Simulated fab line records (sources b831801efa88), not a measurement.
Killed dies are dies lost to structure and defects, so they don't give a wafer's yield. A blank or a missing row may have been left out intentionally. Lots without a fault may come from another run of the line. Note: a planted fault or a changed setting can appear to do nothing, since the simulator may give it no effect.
fab line records + flow sky130
record:
- lots: 12
- wafers: 36
- lastDay: 50
route steps=708 shown FIELD_ISO@15 PWDE@53 VT_ADJUST_HVTP@92 GATE_OXIDE@189
lots that met no fault: from a run of the same line without faults
startH: hours from the record's first day to the start of the lot's first wafer shown + waitH: hours from the lot's prior step to this one + " identical to the entry in the row above + L1.1+2: several wafers, shown together as one row + - no value present, or no start provided + * or withheld: withheld + < > ~ a bound
route shown NAME@n: names a module that has steps shown in the file, with the first one's number in the route + usual: the fault-free wafers' mean and standard deviation + same: alike in all rows + chamber/n: place in a boat + sites: each site's reading + _std_site: standard deviation across them + _edge_site: the outer-site mean with the inner-site mean subtracted + radiusMm: for every site, how far away it sits from the centre of the wafer + mask NAME#n: copy n + behind: tool/chamber where the wafer was last shaped + hold: what put the lot on hold/how long, in hours/how the hold closed + device: which transistor (n, p or np) failed to switch + end of line: the same wafers' tests at the end of the route + for a step that has no rows: nothing shown but its recipe + killed: not the wafer's yield, but the dies lost to structure and defects at the first sort + map: per-die view of a wafer (x killed, . not killed, _ where there is no die)
set.NAME: the setting the step ran with; set.NAME@STEP: the setting that earlier step ran with + model.NAME: the simulator's own value behind a step, which no gauge read
one table for each step of the route and one row for each wafer, over a sample of lots
services: when a tool's chamber went out of use (startH, in hours from the record's first day, below 0 if earlier), for how many hours, and the reason
== steps ==
step: SKY_FIELD_ISO_ETCH_14
recipe:
- chemistry: N2/H2
- target: BARC
- ionEnergyEv: 200
- sourceW: 500
- biasW: 100
- pressureMtorr: 30
- n2FlowSccm: 100
- h2FlowSccm: 200
- stopOn: SiO2
- timeS: 45.9
- targetDepthA: 600
usual:
- drypumpMotorCurrentA: 6.03/0.28
- oesProductAu: 0.854/0.0051
- throttleValvePct: 13.225/0.009
| lot.wafer | tool       | chamber | startH | waitH | drypumpMotorCurrentA | oesProductAu | rfHoursCounterH | throttleValvePct |
|-----------|------------|---------|--------|-------|----------------------|--------------|-----------------|------------------|
| L270.1    | rieDiel-04 | 3       | 37.40  | 0.1   | 6.08                 | 0.864        | 6               | 13.211           |
| L270.2    | "          | 0       | "      | "     | 5.43                 | 0.846        | 116             | 13.221           |
| L270.3    | "          | 1       | "      | "     | 6.37                 | 0.851        | 66              | 13.218           |
| L271.2    | rieDiel-02 | 0       | 40.35  | 0.1   | 5.87                 | 0.851        | 75              | 13.234           |
| L271.3    | "          | 1       | "      | "     | 6.00                 | 0.850        | 75              | 13.214           |
| L271.4    | "          | 2       | "      | "     | 6.26                 | 0.856        | 63              | 13.244           |
| L273.1    | rieDiel-03 | 2       | 51.10  | 0.1   | 5.66                 | 0.851        | 5               | 13.247           |
| L273.2    | "          | 1       | "      | "     | 5.70                 | 0.850        | 75              | 13.230           |
| L273.4    | "          | 0       | "      | "     | 6.20                 | 0.855        | 93              | 13.216           |
| L276.3    | rieDiel-02 | 3       | 65.84  | 0.1   | 6.17                 | 0.850        | 162             | 13.244           |
| L276.4    | "          | 1       | "      | "     | 5.99                 | 0.861        | 76              | 13.225           |
| L276.5    | "          | 2       | "      | "     | 6.28                 | 0.847        | -               | 13.230           |
| L277.3    | rieDiel-02 | 2       | 70.59  | 0.1   | 6.26                 | 0.847        | 64              | 13.227           |
| L277.5    | "          | 0       | "      | "     | 5.88                 | 0.852        | -               | 13.209           |
| L277.6    | "          | 1       | "      | "     | 6.03                 | 0.853        | -               | 13.214           |
| L279.1    | rieDiel-03 | 2       | 85.29  | 0.1   | 5.69                 | 0.867        | 5               | 13.220           |
| L279.2    | "          | 0       | "      | "     | 6.13                 | 0.860        | 93              | 13.226           |
| L279.4    | "          | 2       | "      | "     | 5.69                 | 0.851        | -               | 13.223           |
| L284.1    | rieDiel-03 | 3       | 106.85 | 0.1   | 5.37                 | 0.842        | 71              | 13.214           |
| L284.2    | "          | 0       | "      | "     | 6.18                 | 0.850        | 93              | 13.219           |
| L284.6    | "          | 0       | "      | "     | 6.15                 | 0.850        | -               | 13.240           |
| L286.2    | rieDiel-02 | 1       | 116.60 | 0.1   | 6.06                 | 0.853        | 77              | 13.225           |
| L286.4    | "          | 2       | "      | "     | 6.26                 | 0.848        | -               | 13.213           |
| L286.6    | "          | 0       | "      | "     | 5.90                 | 0.852        | -               | 13.230           |
| L287.2    | rieDiel-04 | 0       | 126.55 | 0.1   | 5.44                 | 0.859        | 118             | 13.223           |
| L287.3    | "          | 1       | "      | "     | 6.38                 | 0.859        | 68              | 13.225           |
| L287.5    | "          | 2       | "      | "     | 6.27                 | 0.859        | -               | 13.227           |
| L290.1    | rieDiel-02 | 1       | 137.49 | 0.1   | 6.04                 | 0.848        | 77              | 13.218           |
| L290.3    | "          | 0       | "      | "     | 5.87                 | 0.857        | 77              | 13.236           |
| L290.6    | "          | 1       | "      | "     | 6.02                 | 0.854        | -               | 13.238           |
| L291.1    | rieDiel-02 | 1       | 143.25 | 0.1   | 5.98                 | 0.853        | 77              | 13.212           |
| L291.3    | "          | 3       | "      | "     | 6.19                 | 0.847        | 0               | 13.237           |
| L291.5    | "          | 2       | "      | "     | 6.27                 | 0.853        | -               | 13.223           |
| L292.1    | rieDiel-04 | 2       | 148.75 | 0.1   | 6.25                 | 0.852        | 56              | 13.227           |
| L292.2    | "          | 0       | "      | "     | 5.48                 | 0.862        | 118             | 13.236           |
| L292.6    | "          | 2       | "      | "     | 6.27                 | 0.856        | -               | 13.221           |
step: SKY_PWDE_IMPLANT_08
recipe:
- species: B
- energyKev: 150
- doseCm2: 3.6e+12
- tiltDeg: withheld
usual:
- beamOnS: 10.01/0.18
- faradayCurrentUA: 20.3/0.36
| lot.wafer | tool         | chamber | startH | waitH | beamOnS | faradayCurrentUA |
|-----------|--------------|---------|--------|-------|---------|------------------|
| L270.1    | implanter-01 | 0       | 76.10  | 0.0   | 10.42   | 19.5             |
| L270.2    | "            | 0       | "      | "     | 10.19   | 19.9             |
| L270.3    | "            | 0       | "      | "     | 9.92    | 20.5             |
| L271.2    | implanter-02 | 0       | 80.68  | 0.0   | 10.19   | 20.0             |
| L271.3    | "            | 0       | "      | "     | 9.83    | 20.6             |
| L271.4    | "            | 0       | "      | "     | 10.09   | 20.1             |
| L273.1    | implanter-02 | 0       | 91.41  | 0.0   | 10.15   | 19.9             |
| L273.2    | "            | 0       | "      | "     | 9.95    | 20.4             |
| L273.4    | "            | 0       | "      | "     | 10.33   | 19.7             |
| L276.3    | implanter-02 | 0       | 105.74 | 0.1   | 13.78   | 14.8             |
| L276.4    | "            | 0       | "      | "     | 13.73   | 14.8             |
| L276.5    | "            | 0       | "      | "     | 13.26   | 15.3             |
| L277.3    | implanter-02 | 0       | 112.71 | 0.1   | 13.30   | 15.2             |
| L277.5    | "            | 0       | "      | "     | 13.23   | 15.3             |
| L277.6    | "            | 0       | "      | "     | 13.47   | 15.1             |
| L279.1    | implanter-04 | 0       | 127.84 | 0.0   | 10.17   | 20.1             |
| L279.2    | "            | 0       | "      | "     | 10.00   | 20.4             |
| L279.4    | "            | 0       | "      | "     | 10.28   | 19.8             |
| L284.1    | implanter-04 | 0       | 152.39 | 0.0   | 10.28   | 19.8             |
| L284.2    | "            | 0       | "      | "     | 10.20   | 20.0             |
| L284.6    | "            | 0       | "      | "     | 10.07   | 20.2             |
| L286.2    | implanter-01 | 0       | 163.78 | 0.0   | 10.00   | 20.5             |
| L286.4    | "            | 0       | "      | "     | 9.82    | 20.6             |
| L286.6    | "            | 0       | "      | "     | 10.01   | 20.3             |
| L287.2    | implanter-01 | 0       | 173.53 | 0.0   | 10.06   | 20.1             |
| L287.3    | "            | 0       | "      | "     | 10.06   | 20.2             |
| L287.5    | "            | 0       | "      | "     | 10.16   | 20.0             |
| L290.1    | implanter-04 | 0       | 185.54 | 0.0   | 9.91    | 20.5             |
| L290.3    | "            | 0       | "      | "     | 10.19   | 19.9             |
| L290.6    | "            | 0       | "      | "     | 9.92    | 20.5             |
| L291.1    | implanter-01 | 0       | 190.54 | 0.0   | 9.97    | 20.4             |
| L291.3    | "            | 0       | "      | "     | 9.99    | 20.3             |
| L291.5    | "            | 0       | "      | "     | 10.05   | 20.2             |
| L292.1    | implanter-01 | 0       | 199.29 | 0.0   | 9.89    | 20.6             |
| L292.2    | "            | 0       | "      | "     | 9.81    | 20.6             |
| L292.6    | "            | 0       | "      | "     | 10.22   | 19.8             |
step: SKY_PWDE_TW_MEAS_10
usual:
- PWDE_TW: 372/3.7
| lot.wafer | tool         | chamber | startH | waitH | PWDE_TW |
|-----------|--------------|---------|--------|-------|---------|
| L270.1    | filmMetro-02 | -       | 76.35  | 0.1   | 368     |
| L270.2    | "            | -       | "      | "     | 369     |
| L270.3    | "            | -       | "      | "     | 372     |
| L271.2    | filmMetro-04 | -       | 80.92  | 0.1   | 378     |
| L271.3    | "            | -       | "      | "     | 375     |
| L271.4    | "            | -       | "      | "     | 375     |
| L273.1    | filmMetro-04 | -       | 91.66  | 0.1   | 376     |
| L273.2    | "            | -       | "      | "     | 377     |
| L273.4    | "            | -       | "      | "     | 377     |
| L276.3    | filmMetro-03 | -       | 105.96 | 0.1   | 416     |
| L276.4    | "            | -       | "      | "     | 414     |
| L276.5    | "            | -       | "      | "     | 416     |
| L277.3    | filmMetro-04 | -       | 112.93 | 0.1   | 412     |
| L277.5    | "            | -       | "      | "     | 409     |
| L277.6    | "            | -       | "      | "     | 412     |
| L279.1    | filmMetro-04 | -       | 128.09 | 0.1   | 374     |
| L279.2    | "            | -       | "      | "     | 371     |
| L279.4    | "            | -       | "      | "     | 372     |
| L284.1    | filmMetro-02 | -       | 152.64 | 0.1   | 367     |
| L284.2    | "            | -       | "      | "     | 367     |
| L284.6    | "            | -       | "      | "     | 369     |
| L286.2    | filmMetro-04 | -       | 164.02 | 0.1   | 377     |
| L286.4    | "            | -       | "      | "     | 375     |
| L286.6    | "            | -       | "      | "     | 377     |
| L287.2    | filmMetro-04 | -       | 173.76 | 0.1   | 374     |
| L287.3    | "            | -       | "      | "     | 373     |
| L287.5    | "            | -       | "      | "     | 373     |
| L290.1    | filmMetro-02 | -       | 185.79 | 0.1   | 370     |
| L290.3    | "            | -       | "      | "     | 367     |
| L290.6    | "            | -       | "      | "     | 367     |
| L291.1    | filmMetro-02 | -       | 190.79 | 0.1   | 367     |
| L291.3    | "            | -       | "      | "     | 369     |
| L291.5    | "            | -       | "      | "     | 369     |
| L292.1    | filmMetro-03 | -       | 199.54 | 0.1   | 378     |
| L292.2    | "            | -       | "      | "     | 376     |
| L292.6    | "            | -       | "      | "     | 374     |
step: SKY_NWELL_RS_MEAS_31
recipe:
- thkMeasGauge: four-point-probe
usual:
- PWDE_RS: 5277/17
| lot.wafer | tool         | chamber | startH | waitH | PWDE_RS[ohm/sq] |
|-----------|--------------|---------|--------|-------|-----------------|
| L270.1    | filmMetro-03 | -       | 112.44 | 0.1   | 5296            |
| L270.2    | "            | -       | "      | "     | 5288            |
| L270.3    | "            | -       | "      | "     | 5277            |
| L271.2    | filmMetro-03 | -       | 116.89 | 0.1   | 5238            |
| L271.3    | "            | -       | "      | "     | 5263            |
| L271.4    | "            | -       | "      | "     | 5257            |
| L273.1    | filmMetro-02 | -       | 127.95 | 0.1   | 5267            |
| L273.2    | "            | -       | "      | "     | 5290            |
| L273.4    | "            | -       | "      | "     | 5271            |
| L276.3    | filmMetro-03 | -       | 144.49 | 0.1   | 4131            |
| L276.4    | "            | -       | "      | "     | 4127            |
| L276.5    | "            | -       | "      | "     | 4122            |
| L277.3    | filmMetro-02 | -       | 152.21 | 0.1   | 4141            |
| L277.5    | "            | -       | "      | "     | 4152            |
| L277.6    | "            | -       | "      | "     | 4144            |
| L279.1    | filmMetro-03 | -       | 167.70 | 0.1   | 5252            |
| L279.2    | "            | -       | "      | "     | 5270            |
| L279.4    | "            | -       | "      | "     | 5277            |
| L284.1    | filmMetro-02 | -       | 193.91 | 0.1   | 5298            |
| L284.2    | "            | -       | "      | "     | 5274            |
| L284.6    | "            | -       | "      | "     | 5287            |
| L286.2    | filmMetro-02 | -       | 206.81 | 0.1   | 5265            |
| L286.4    | "            | -       | "      | "     | 5269            |
| L286.6    | "            | -       | "      | "     | 5248            |
| L287.2    | filmMetro-02 | -       | 217.39 | 0.1   | 5281            |
| L287.3    | "            | -       | "      | "     | 5299            |
| L287.5    | "            | -       | "      | "     | 5293            |
| L290.1    | filmMetro-03 | -       | 229.44 | 0.1   | 5294            |
| L290.3    | "            | -       | "      | "     | 5280            |
| L290.6    | "            | -       | "      | "     | 5277            |
| L291.1    | filmMetro-03 | -       | 235.49 | 0.1   | 5274            |
| L291.3    | "            | -       | "      | "     | 5261            |
| L291.5    | "            | -       | "      | "     | 5279            |
| L292.1    | filmMetro-02 | -       | 245.36 | 0.1   | 5261            |
| L292.2    | "            | -       | "      | "     | 5265            |
| L292.6    | "            | -       | "      | "     | 5270            |
step: SKY_VT_ADJUST_HVTP_CD_MEAS_07
recipe:
- targetCdNm: 380
usual:
- cdNm: 380.1/2.6
| lot.wafer | tool     | chamber | startH | waitH | cdNm  |
|-----------|----------|---------|--------|-------|-------|
| L270.1    | cdSem-02 | -       | 130.72 | 0.1   | 382.0 |
| L270.2    | "        | -       | "      | "     | 385.3 |
| L270.3    | "        | -       | "      | "     | 381.3 |
| L271.2    | cdSem-02 | -       | 135.70 | 0.1   | 374.6 |
| L271.3    | "        | -       | "      | "     | 377.7 |
| L271.4    | "        | -       | "      | "     | 378.4 |
| L273.1    | cdSem-01 | -       | 146.92 | 0.1   | 379.0 |
| L273.2    | "        | -       | "      | "     | 381.8 |
| L273.4    | "        | -       | "      | "     | 377.8 |
| L276.3    | cdSem-01 | -       | 163.97 | 0.1   | 383.4 |
| L276.4    | "        | -       | "      | "     | 384.2 |
| L276.5    | "        | -       | "      | "     | 383.1 |
| L277.3    | cdSem-02 | -       | 171.57 | 0.1   | 378.3 |
| L277.5    | "        | -       | "      | "     | 381.9 |
| L277.6    | "        | -       | "      | "     | 381.1 |
| L279.1    | cdSem-01 | -       | 188.83 | 0.1   | 379.9 |
| L279.2    | "        | -       | "      | "     | 378.2 |
| L279.4    | "        | -       | "      | "     | 381.0 |
| L284.1    | cdSem-01 | -       | 215.17 | 0.1   | 377.1 |
| L284.2    | "        | -       | "      | "     | 379.7 |
| L284.6    | "        | -       | "      | "     | 377.2 |
| L286.2    | cdSem-02 | -       | 228.90 | 0.1   | 379.7 |
| L286.4    | "        | -       | "      | "     | 383.8 |
| L286.6    | "        | -       | "      | "     | 382.3 |
| L287.2    | cdSem-01 | -       | 240.30 | 0.1   | 378.4 |
| L287.3    | "        | -       | "      | "     | 380.0 |
| L287.5    | "        | -       | "      | "     | 380.1 |
| L290.1    | cdSem-01 | -       | 252.47 | 0.1   | 378.7 |
| L290.3    | "        | -       | "      | "     | 377.2 |
| L290.6    | "        | -       | "      | "     | 374.9 |
| L291.1    | cdSem-01 | -       | 259.17 | 0.1   | 382.4 |
| L291.3    | "        | -       | "      | "     | 382.0 |
| L291.5    | "        | -       | "      | "     | 384.4 |
| L292.1    | cdSem-02 | -       | 268.53 | 0.1   | 382.4 |
| L292.2    | "        | -       | "      | "     | 381.9 |
| L292.6    | "        | -       | "      | "     | 381.2 |
step: SKY_GATE_OXIDE_THK_MEAS_02
recipe:
- reads: SiO2_of_GATE_OXIDE_OXIDATION_01
usual:
- GATE_OXIDE_OXIDATION_00_THK: 10.29/0.18
| lot.wafer | tool         | chamber | startH | waitH | GATE_OXIDE_OXIDATION_00_THK[nm] |
|-----------|--------------|---------|--------|-------|---------------------------------|
| L270.1    | filmMetro-03 | -       | 297.03 | 0.0   | 10.14                           |
| L270.2    | "            | -       | "      | "     | 10.44                           |
| L270.3    | "            | -       | "      | "     | 10.21                           |
| L271.2    | filmMetro-04 | -       | 302.48 | 0.0   | 10.40                           |
| L271.3    | "            | -       | "      | "     | 10.24                           |
| L271.4    | "            | -       | "      | "     | 10.18                           |
| L273.1    | filmMetro-02 | -       | 310.78 | 0.0   | 10.36                           |
| L273.2    | "            | -       | "      | "     | 10.21                           |
| L273.4    | "            | -       | "      | "     | 10.29                           |
| L276.3    | filmMetro-04 | -       | 337.73 | 0.0   | 10.29                           |
| L276.4    | "            | -       | "      | "     | 10.34                           |
| L276.5    | "            | -       | "      | "     | 10.47                           |
| L277.3    | filmMetro-02 | -       | 343.52 | 0.0   | 10.15                           |
| L277.5    | "            | -       | "      | "     | 9.94                            |
| L277.6    | "            | -       | "      | "     | 10.03                           |
| L279.1    | filmMetro-04 | -       | 368.04 | 0.0   | 10.37                           |
| L279.2    | "            | -       | "      | "     | 10.31                           |
| L279.4    | "            | -       | "      | "     | 10.23                           |
| L284.1    | filmMetro-02 | -       | 404.42 | 0.0   | 10.61                           |
| L284.2    | "            | -       | "      | "     | 10.51                           |
| L284.6    | "            | -       | "      | "     | 10.59                           |
| L286.2    | filmMetro-03 | -       | 418.98 | 0.0   | 10.27                           |
| L286.4    | "            | -       | "      | "     | 10.31                           |
| L286.6    | "            | -       | "      | "     | 10.10                           |
| L287.2    | filmMetro-02 | -       | 435.67 | 0.0   | 10.47                           |
| L287.3    | "            | -       | "      | "     | 10.49                           |
| L287.5    | "            | -       | "      | "     | 10.22                           |
| L290.1    | filmMetro-04 | -       | 449.23 | 0.0   | 10.33                           |
| L290.3    | "            | -       | "      | "     | 10.22                           |
| L290.6    | "            | -       | "      | "     | 10.48                           |
| L291.1    | filmMetro-03 | -       | 460.83 | 0.0   | 10.27                           |
| L291.3    | "            | -       | "      | "     | 10.17                           |
| L291.5    | "            | -       | "      | "     | 10.15                           |
| L292.1    | filmMetro-02 | -       | 473.24 | 0.0   | 10.32                           |
| L292.2    | "            | -       | "      | "     | 10.22                           |
| L292.6    | "            | -       | "      | "     | 10.48                           |
== services ==
| tool         | chamber | startH | hours | kind          |
|--------------|---------|--------|-------|---------------|
| rieDiel-02   | 0       | 25.38  | 1.9   | repair        |
| implanter-01 | -       | 42.34  | 2.2   | pm            |
| implanter-02 | -       | 49.45  | 21.9  | repair        |
| rieDiel-03   | 3       | 64.19  | 3.0   | repair        |
| rieDiel-03   | -       | 84.71  | 0.2   | repair        |
| rieDiel-03   | 3       | 85.14  | 6.7   | repair        |
| implanter-02 | -       | 97.61  | 4.3   | repair        |
| rieDiel-02   | 3       | 110.33 | -     | clean         |
| rieDiel-02   | 3       | 110.33 | 12.2  | scheduledDown |
| rieDiel-02   | 3       | 110.33 | 12.2  | ventCycle     |
| rieDiel-04   | -       | 111.80 | 1.8   | repair        |
| implanter-02 | -       | 159.52 | 5.9   | pm            |
| implanter-04 | -       | 169.18 | 3.0   | repair        |
| rieDiel-03   | -       | 176.16 | 0.6   | repair        |
| implanter-04 | -       | 196.62 | 3.9   | repair        |
== key ==
firstSign:
- step: SKY_PWDE_IMPLANT_08
- reading: beamOnS
- direction: up
- sigmas: 19
- usual: 10.01
- struck: 13.46
effect:
- step: SKY_PWDE_IMPLANT_08
- reading: faradayCurrentUA
- direction: down
- sigmas: 15
- usual: 20.3
- struck: 15.1
effect:
- step: SKY_PWDE_TW_MEAS_10
- reading: PWDE_TW
- direction: up
- sigmas: 11
- usual: 372
- struck: 413
effect:
- step: SKY_NWELL_RS_MEAS_31
- reading: PWDE_RS
- direction: down
- sigmas: 67
- usual: 5277
- struck: 4136
metAt SKY_PWDE_IMPLANT_08
struckLots L276,L277
testerLeftOut L276,L277
notActingAt SKY_FIELD_ISO_ETCH_14,SKY_VT_ADJUST_HVTP_CD_MEAS_07,SKY_GATE_OXIDE_THK_MEAS_02
onsetBetween 91.41 105.74
fault:
- kind: processParameterDrift
- tool: implanter-02
- chamber: -
- onsetH: 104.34
- steps: SKY_PWDE_IMPLANT_08
- channel: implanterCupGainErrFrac
- offset: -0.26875
- shape: step
- endH: 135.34
testerLeftOut: of these lots the tester's yield and bins aren't shown, on N5 and GAA mostly nor the transistor test; their killed dies are dies lost to structure and defects alone, not to doping, threshold or leakage, so they don't give the yield
